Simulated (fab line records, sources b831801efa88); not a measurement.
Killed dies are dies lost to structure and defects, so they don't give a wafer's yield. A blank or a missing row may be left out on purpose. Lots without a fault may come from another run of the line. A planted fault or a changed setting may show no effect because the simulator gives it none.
Chamber matching | flow gf180mcu | GF_V5_CVD_02 on pecvd-02: 3 sister chambers
The step deposits SiO2 from TEOS, target thk 1450 nm, time 163.28 s. 14 wafers are shown with their chamber, then 7 later ones without.

WAFERS WITH THEIR CHAMBER
wafer  | chamber | heater_power_w (W)
L747.1 | 0       | 854
L747.3 | 2       | 529
L747.6 | 0       | 714
L748.2 | 0       | 879
L748.3 | 1       | 662
L748.4 | 0       | 715
L751.3 | 2       | 508
L751.4 | 2       | 546
L751.5 | 0       | 875
L764.1 | 0       | 851
L764.3 | 2       | 516
L764.6 | 0       | 708
L766.2 | 0       | 835
L766.4 | 2       | 450

SIGNATURES (means of the wafers above)
reading        | chamber 0 | chamber 1 | chamber 2 | scatter within a chamber
heater_power_w | 803.88    | 662.00    | 509.80    | 65.3
Rule: a wafer's distance from a chamber is the root of the sum, over the readings, of the square of ((its reading less the chamber's mean) divided by the reading's scatter). The wafer belongs to the nearest chamber; if the next one is less than 2 further off, it can't be placed. The scatter: the root of (the sum of the squares of (reading less its chamber's mean) over the shown wafers, divided by (wafers less chambers)).

WAFERS WITHOUT THEIR CHAMBER
wafer  | heater_power_w (W)
L766.6 | 711
L767.3 | 570
L767.4 | 854
L767.5 | 603
L768.1 | 718
L768.4 | 590
L768.5 | 897

WHICH CHAMBER EACH WENT THROUGH
wafer  | from the rows above     | in truth
L766.6 | can't be placed: 1 or 0 | 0
L767.3 | can't be placed: 2 or 1 | 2
L767.4 | 0                       | 0
L767.5 | can't be placed: 1 or 2 | 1
L768.1 | can't be placed: 1 or 0 | 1
L768.4 | can't be placed: 1 or 2 | 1
L768.5 | 0                       | 0
Placed correctly: 2 of 7. Can't be placed from these rows: 5 (the true chamber is among the candidates in 5). Placed wrongly: 0.
